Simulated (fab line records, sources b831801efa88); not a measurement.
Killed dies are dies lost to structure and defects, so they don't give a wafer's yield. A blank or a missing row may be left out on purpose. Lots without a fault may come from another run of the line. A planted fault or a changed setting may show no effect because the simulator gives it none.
A struck lot beside a sound one | flow gf180mcu | 16 steps out of a route of 602
Sound: wafers L968.1, L968.2, L968.6. Struck: wafers L962.3, L962.4. (L962.6 of the same lot was not struck and is left out.) The cause comes at the end.
At each step with rows: each side's tool, then ch and its chambers, then its first start. Under that, the readings that differ: sound wafers | struck wafers | difference of the means | sigmas: that difference in standard deviations of wafers without a fault.
alike: readings whose means differ by less than 2 such deviations, and words and numbers that are the same on both sides. not compared: withheld readings, readings that some wafer has no value for, bounds like >300 that may hide the same value, and numbers for which the record gives no deviation and whose values overlap.
The two part at a step that has a row with sigmas, a row that says differs or no value, or rows on one side only. Numbers that don't overlap but have no deviation are shown without sigmas and don't part them. A reading that every wafer of one side lacks parts them only if that side has two wafers or more.

first, 6 steps without rows for these wafers: GF_M3_HMDS_08 (prime time 60 s); GF_M3_COAT_09 (resist thk 1000 nm); GF_M3_SOFTBAKE_10 (time 60 s); GF_M3_EXPOSE_11 (exposes mask Metal3, target cd 280 nm); GF_M3_PEB_12 (peb time 90 s); GF_M3_DEVELOP_13 (develop time 60 s).
GF_M3_CD_MEAS_14: target cd 280 nm.
  sound on cd_sem-02, day 27 18:01; struck on cd_sem-02, day 26 00:13
  alike: cd_nm
GF_M3_OVL_MEAS_15:
  sound on overlay-01, day 27 18:08; struck on overlay-02, day 26 00:19
  alike: M3_OVL
GF_M3_METAL_ETCH_16: etches the open film in Cl2/BCl3, stops on SiO2, target depth 750.8 nm, time 125.1 s.
  sound on rie_metal-03 ch 0,1, day 27 18:11; struck on rie_metal-01 ch 0,1, day 26 00:23
  alike: drypump_motor_current_A, oes_product_au, throttle_valve_pct
  not compared: rf_hours_counter_h
GF_M3_STRIP_17: strips in O2/N2.
  sound on plasma_asher-04 ch 0,1, day 27 18:19; struck on plasma_asher-03 ch 0,1, day 26 00:30
  alike: drypump_motor_current_A, heater_power_w, oes_product_au, platen_temp_c, strip_time_to_endpoint_s
  not compared: rf_hours_counter_h
then, 2 steps without rows for these wafers: GF_M3_STRIP_18 (strips in post etch residue remover, time 1200 s); GF_M3_CLEAN_19 (cleans in DIW).
GF_V3_CVD_00: deposits SiO2, target thk 600 nm, time 100 s.
  sound on hdpcvd-01 ch 0,1, day 27 18:52; struck on hdpcvd-02 ch 0, day 26 01:00
  reading                             | sound             | struck      | difference | sigmas
  sih4_flow_sccm (sccm)               | 60.15 60.02 60.12 | 89.94 90.00 | +29.87     | +99 or more
  model.SiO2_of_V3_CVD_00.thk_nm (nm) | 596.2 595.5 585.6 | 903.3 905.1 | +311.8     |
GF_V3_THK_MEAS_01:
  sound on film_metro-01, day 27 18:57; struck on film_metro-02, day 26 01:26
  reading            | sound       | struck  | difference | sigmas
  V3_CVD_00_THK (nm) | 596 596 586 | 903 905 | +311       | +38
  not compared: hold
GF_V3_CVD_02: deposits SiO2 from TEOS, target thk 850 nm, time 94.851 s.
  sound on pecvd-04 ch 0,2, day 27 19:01; struck on pecvd-03 ch 1, day 26 11:24
  reading | sound | struck                                            | difference                   | sigmas
  hold    | - - - | await_dispo/9.9h/release await_dispo/9.9h/release | no value on the sound wafers |
  alike: heater_power_w
-- the record jumps here: 6 days lie between the struck wafers' starts before and after (it left off in module V3 and takes up again in module PASSIVATION, whose first step shown is number 602 of the route) --
GF_PASSIVATION_PROBE_99:
  the record has rows for the struck wafers here (prober-02, day 32 18:59) and none for the sound ones

WHERE THEY PART
First at GF_V3_CVD_00; last, within this record, at GF_PASSIVATION_PROBE_99.

WHY: what the simulator had put in
Process parameter drift: hdpcvd-02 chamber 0, from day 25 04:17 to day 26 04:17, at GF_V3_CVD_00. Setting sih4_flow_sccm, moved by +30, from 60. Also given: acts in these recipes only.
